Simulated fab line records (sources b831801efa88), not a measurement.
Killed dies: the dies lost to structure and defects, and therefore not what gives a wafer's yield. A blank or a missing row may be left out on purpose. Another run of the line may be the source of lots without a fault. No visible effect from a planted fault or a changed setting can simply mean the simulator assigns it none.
Comparing a struck lot with a sound one || flow sky130 || 17 steps out of a route of 708
Sound: these wafers, L495.3, L495.5, L495.6. Struck: wafer L505.6; the same lot's L505.1 was not struck, so it is left out; see the end for the cause.
Each step with rows lists, per side, the tool, then ch with its chambers, then its first start. Under that, the readings that differ: sound wafers || struck wafers || difference of the means || sigmas: that difference in standard deviations of wafers without a fault.
alike: same words and numbers on both sides, and readings whose means sit less than 2 such deviations apart. not compared: any withheld reading, any reading some wafer has no value for, any bound like >300 that may hide the same value, and any number with overlapping values for which the record gives no deviation.
The two part at a step that has a row with sigmas, a row that says differs or no value, or rows on one side only. When numbers do not overlap yet have no deviation, they are printed without sigmas and do not part them. A reading that every wafer of one side lacks parts them only if that side has two wafers or more.

first, 1 step without rows for these wafers: SKY_LDD_N_IMPLANT_15.
SKY_LDD_N_STRIP_16: strips in O2/N2.
  sound on plasma asher-02 ch 0,1, day 18 14:18; struck on plasma asher-03 ch 0, day 22 08:37
{"reading": "strip time to endpoint s (s)", "sound": "4.327 4.328 4.338", "struck": 4.301, "difference": -0.030, "sigmas": -2}
  alike: drypump motor current A, oes product au
  not compared: rf hours counter h
SKY_LDD_N_TW_MEAS_17:
  struck on film metro-04, day 22 08:43; sound on film metro-04, day 18 14:23
  alike: LDD_N_TW
then, 7 steps without rows for these wafers: SKY_LDD_P_DEHYDRATE_00 (time 60 s); SKY_LDD_P_HMDS_01 (prime time 60 s); SKY_LDD_P_COAT_02 (resist thk 1140 nm); SKY_LDD_P_SOFTBAKE_03 (time 60 s); SKY_LDD_P_EXPOSE_04 (exposes mask PSDM, target cd 380 nm); SKY_LDD_P_PEB_05; SKY_LDD_P_DEVELOP_06 (develop time 60 s).
SKY_LDD_P_CD_MEAS_07: target cd 380 nm.
  struck on cd sem-02, day 23 14:31; sound on cd sem-01, day 19 20:22
  alike: cd nm
SKY_LDD_P_OVL_MEAS_08:
  struck on overlay-02, day 23 14:38; sound on overlay-01, day 19 20:27
  alike: LDD_P_OVL
SKY_LDD_P_IMPLANT_09:
  sound on implanter-04 ch 0, day 19 20:31; struck on implanter-02 ch 0, day 23 14:40
SKY_LDD_P_STRIP_10: strips in O2/N2.
  sound on plasma asher-03 ch 0,1, day 19 20:40; struck on plasma asher-04 ch 0, day 23 14:49
{"reading": "drypump motor current A (A)", "sound": "5.6 6.0 5.6", "struck": 4.8, "difference": -0.9, "sigmas": -2}
{"reading": "strip time to endpoint s (s)", "sound": "14.19 14.19 14.16", "struck": 14.09, "difference": -0.09, "sigmas": -2}
  alike: oes product au
  not compared: rf hours counter h
SKY_LDD_P_TW_MEAS_11:
  struck on film metro-01, day 23 14:55; sound on film metro-03, day 19 20:44
{"reading": "LDD_P_TW", "sound": "631 636 632", "struck": 598, "difference": -35, "sigmas": -8}
then, 1 step without rows for these wafers: SKY_LDD_HVN_DEHYDRATE_00 (time 60 s).
-- record jumps: 25 days separate the struck wafers' starts on either side; left off in module LDD_HVN, taken up again in module PAD_OPEN, whose first shown step is the route's number 708 --
SKY_PAD_OPEN_PROBE_99:
  struck on prober-02, day 48 20:23; sound on prober-01, day 46 08:32
{"reading": "model.etest.tip p.rs ohm sq range", "sound": "133.1 272.7 131.1", "struck": 3363, "difference": "+3184", "sigmas": ""}
{"reading": "model.etest.tip p.rs ohm sq", "sound": "6932 6898 6954", "struck": 9992, "difference": "+3064", "sigmas": ""}
{"reading": "model.etest.tip p.rs ohm sq rim less centre", "sound": "63.14 -21.66 19.84", "struck": -1544, "difference": -1564, "sigmas": ""}
{"reading": "model.etest.pfet_01v8.drive ua um range", "sound": "2.511 5.58 8.696", "struck": 11.54, "difference": "+5.94", "sigmas": ""}
{"reading": "model.etest.pfet_01v8.vt sat v (V)", "sound": "-0.6032 -0.5788 -0.5852", "struck": -0.6165, "difference": -0.0274, "sigmas": ""}
{"reading": "model.etest.pfet_01v8.vt v (V)", "sound": "-0.7907 -0.7782 -0.7829", "struck": -0.8063, "difference": -0.0224, "sigmas": ""}
  alike: killed_at_M0_to_M3, killed_at_M4_up, killed at contacts, killed at front end, killed at other, killed dies, killed open, killed short
  not compared: model.etest.pfet_01v8.drive ua um, model.etest.pfet_01v8_hvt.drive ua um

WHERE THEY PART
Last at SKY_LDD_P_TW_MEAS_11 as far as this record goes, first at SKY_LDD_N_STRIP_16. Later steps at which nothing parts them and some readings are alike: SKY_PAD_OPEN_PROBE_99.

WHY: what the simulator had put in
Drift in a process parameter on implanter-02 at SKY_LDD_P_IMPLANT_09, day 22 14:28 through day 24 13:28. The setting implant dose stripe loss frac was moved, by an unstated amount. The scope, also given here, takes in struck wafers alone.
